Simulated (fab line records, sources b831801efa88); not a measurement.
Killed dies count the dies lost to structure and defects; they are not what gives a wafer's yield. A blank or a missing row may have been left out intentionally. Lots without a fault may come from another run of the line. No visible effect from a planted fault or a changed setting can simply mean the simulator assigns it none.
Which tool is to blame? -- flow sky130 -- 14 lots with 42 wafers sampled at 4 steps, on a route of 708 steps

WHAT EACH GAUGE READ, for each wafer
Not one reading of a measure or inspect step in the record can be checked against a usual standard deviation.

WHICH TOOL RAN EACH LOT (tool, then ch and the chambers of the sampled wafers, then the start)
lot,SKY_POLY_CUT_STRIP_12,SKY_SD_P_DEVELOP_06,SKY_RES_XHIGH_STRIP_08,SKY_SD_N_STRIP_11
L678,"plasma_asher-02 ch 0,1, day 24 23:31","litho_track-03 ch 0, day 26 04:16","plasma_asher-02 ch 0,1, day 27 10:00","plasma_asher-02 ch 0,1, day 28 14:11"
L680,"plasma_asher-03 ch 1, day 26 03:43","litho_track-04 ch 0, day 27 07:12","plasma_asher-03 ch 0,1, day 28 11:44","plasma_asher-02 ch 0,1, day 29 16:52"
L682,"plasma_asher-03 ch 1, day 26 04:22","litho_track-02 ch 0, day 27 09:05","plasma_asher-01 ch 0,1, day 28 12:50","plasma_asher-01 ch 0,1, day 29 17:22"
L681,"plasma_asher-02 ch 0,1, day 26 04:31","litho_track-03 ch 0, day 27 09:37","plasma_asher-01 ch 0,1, day 28 13:35","plasma_asher-02 ch 0,1, day 29 18:34"
L683,"plasma_asher-04 ch 0,1, day 27 05:26","litho_track-02 ch 0, day 28 08:59","plasma_asher-01 ch 1, day 29 14:00","plasma_asher-04 ch 0,1, day 30 18:43"
L686,"plasma_asher-04 ch 0,1, day 28 02:46","litho_track-02 ch 0, day 29 06:35","plasma_asher-02 ch 0,1, day 30 11:41","plasma_asher-01 ch 0,1, day 31 16:07"
L687,"plasma_asher-02 ch 0,1, day 28 12:13","litho_track-04 ch 0, day 29 16:03","plasma_asher-03 ch 0,1, day 30 20:32","plasma_asher-01 ch 0,1, day 32 01:07"
L688,"plasma_asher-04 ch 0,1, day 28 13:25","litho_track-02 ch 0, day 29 17:19","plasma_asher-01 ch 0,1, day 30 21:53","plasma_asher-02 ch 0,1, day 32 02:32"
L689,"plasma_asher-03 ch 0,1, day 28 21:40","litho_track-04 ch 0, day 30 01:31","plasma_asher-02 ch 0,1, day 31 06:29","plasma_asher-04 ch 0,1, day 32 09:58"
L691,"plasma_asher-04 ch 0,1, day 29 23:40","litho_track-03 ch 0, day 31 02:53","plasma_asher-03 ch 0,1, day 32 07:08","plasma_asher-04 ch 0,1, day 33 10:55"
L693,"plasma_asher-02 ch 0,1, day 30 16:13","litho_track-03 ch 0, day 31 20:13","plasma_asher-03 ch 0,1, day 33 00:03","plasma_asher-01 ch 0,1, day 34 04:05"
L692,"plasma_asher-04 ch 0,1, day 30 18:02","litho_track-02 ch 0, day 31 22:04","plasma_asher-03 ch 0,1, day 33 01:45","plasma_asher-01 ch 0,1, day 34 05:36"
L698,"plasma_asher-04 ch 0,1, day 31 20:19","litho_track-02, day 32 23:26","plasma_asher-01 ch 0,1, day 34 03:35","plasma_asher-01 ch 0,1, day 35 06:29"
L699,"plasma_asher-03 ch 0,1, day 32 02:49","litho_track-04, day 33 05:57","plasma_asher-01 ch 0,1, day 34 08:39","plasma_asher-04 ch 0,1, day 35 11:47"
- SKY_POLY_CUT_STRIP_12: strips in O2/N2.
- SKY_SD_P_DEVELOP_06: develop time 60 s.
- SKY_RES_XHIGH_STRIP_08: strips in O2/N2.
- SKY_SD_N_STRIP_11: strips in O2/N2.

AS READ BY THE TOOLS THEMSELVES (means over the sampled wafers that have a number; for cases with no such wafer, the mark the record gives instead)
SKY_POLY_CUT_STRIP_12. Usual: drypump_motor_current_A 5.6 A, standard deviation 0.61; oes_product_au 0.453 a.u., standard deviation 0.0046; strip_time_to_endpoint_s 5.366 s, standard deviation 0.015.
lot,tool,drypump_motor_current_A (A),oes_product_au (a.u.),strip_time_to_endpoint_s (s),flag
L678,plasma_asher-02,5.1,0.452,5.370,
L680,plasma_asher-03,6.2,0.453,5.377,
L682,plasma_asher-03,6.2,0.448,5.346,
L681,plasma_asher-02,5.1,0.456,5.367,
L683,plasma_asher-04,5.9,0.452,5.371,
L686,plasma_asher-04,5.9,0.452,5.350,
L687,plasma_asher-02,5.0,0.453,5.363,
L688,plasma_asher-04,5.9,0.450,5.351,
L689,plasma_asher-03,6.0,0.455,5.364,
L691,plasma_asher-04,5.8,0.455,5.381,
L693,plasma_asher-02,5.1,0.453,5.357,
L692,plasma_asher-04,5.4,0.452,5.354,
L698,plasma_asher-04,5.3,0.455,5.358,
L699,plasma_asher-03,5.9,0.458,5.350,

SKY_SD_P_DEVELOP_06. Usual: chill_plate_temp_C reads 22.98 C (standard deviation 0.1).
lot,tool,chill_plate_temp_C (C),flag
L678,litho_track-03,22.95,
L680,litho_track-04,23.13,
L682,litho_track-02,22.98,
L681,litho_track-03,22.87,
L683,litho_track-02,23.03,
L686,litho_track-02,22.89,
L687,litho_track-04,22.87,
L688,litho_track-02,23.14,
L689,litho_track-04,22.93,
L691,litho_track-03,23.02,
L693,litho_track-03,22.84,
L692,litho_track-02,23.06,
L698,litho_track-02,-,OFF
L699,litho_track-04,-,OFF

SKY_RES_XHIGH_STRIP_08. Usual: drypump_motor_current_A 5.6 A, standard deviation 0.38; oes_product_au 0.711 a.u., standard deviation 0.0044; strip_time_to_endpoint_s 14.28 s, standard deviation 0.033.
lot,tool,drypump_motor_current_A (A),oes_product_au (a.u.),strip_time_to_endpoint_s (s),flag
L678,plasma_asher-02,5.1,0.711,14.25,
L680,plasma_asher-03,5.9,0.711,14.23,
L682,plasma_asher-01,5.8,0.711,14.25,
L681,plasma_asher-01,5.7,0.711,14.29,
L683,plasma_asher-01,5.6,0.709,14.34,
L686,plasma_asher-02,5.1,0.709,14.25,
L687,plasma_asher-03,6.0,0.705,14.28,
L688,plasma_asher-01,5.7,0.711,14.31,
L689,plasma_asher-02,5.1,0.711,14.23,
L691,plasma_asher-03,6.0,0.710,14.30,
L693,plasma_asher-03,5.8,0.714,14.31,
L692,plasma_asher-03,5.9,0.708,14.24,
L698,plasma_asher-01,5.8,0.713,14.30,
L699,plasma_asher-01,5.8,0.716,14.27,

SKY_SD_N_STRIP_11. Usual: drypump_motor_current_A 5.5 A, standard deviation 0.52; oes_product_au 0.527 a.u., standard deviation 0.0045; strip_time_to_endpoint_s 22.55 s, standard deviation 0.039.
lot,tool,drypump_motor_current_A (A),oes_product_au (a.u.),strip_time_to_endpoint_s (s),flag
L678,plasma_asher-02,5.1,0.530,22.60,
L680,plasma_asher-02,5.1,0.529,22.53,
L682,plasma_asher-01,5.7,0.528,22.61,
L681,plasma_asher-02,5.0,0.526,22.50,
L683,plasma_asher-04,5.3,0.528,22.55,
L686,plasma_asher-01,5.7,0.524,22.53,
L687,plasma_asher-01,5.7,0.527,22.57,
L688,plasma_asher-02,5.1,0.526,22.59,
L689,plasma_asher-04,5.3,0.529,22.56,
L691,plasma_asher-04,5.9,0.527,22.53,
L693,plasma_asher-01,5.7,0.524,22.56,
L692,plasma_asher-01,5.7,0.529,22.54,
L698,plasma_asher-01,5.7,0.529,22.53,
L699,plasma_asher-04,5.4,0.531,22.54,

THE ANSWER, worked out from the rows above alone
Rule: lot off if the mean of its wafers having a number is beyond 3 standard deviations from the usual mean. Also off: a lot with no number at a reading for which 4 or more lots have one. All remaining lots with rows at the step are treated as sound. Order of review: gauges by route order, followed by the tools' own readings, for which a lot's mean as printed above is used. The first step at which some lot is off is used, and at that step the reading that is off furthest; a lot without a number counts as furthest.
Off: L698, L699 (SKY_SD_P_DEVELOP_06, chill_plate_temp_C). Without a number there: L698, L699.
A tool fits if, at that step or a process step before it, it ran every lot that is off, and no sound lot after the first of them. No candidate that was tried fits.

WHAT THE SIMULATOR PUT IN
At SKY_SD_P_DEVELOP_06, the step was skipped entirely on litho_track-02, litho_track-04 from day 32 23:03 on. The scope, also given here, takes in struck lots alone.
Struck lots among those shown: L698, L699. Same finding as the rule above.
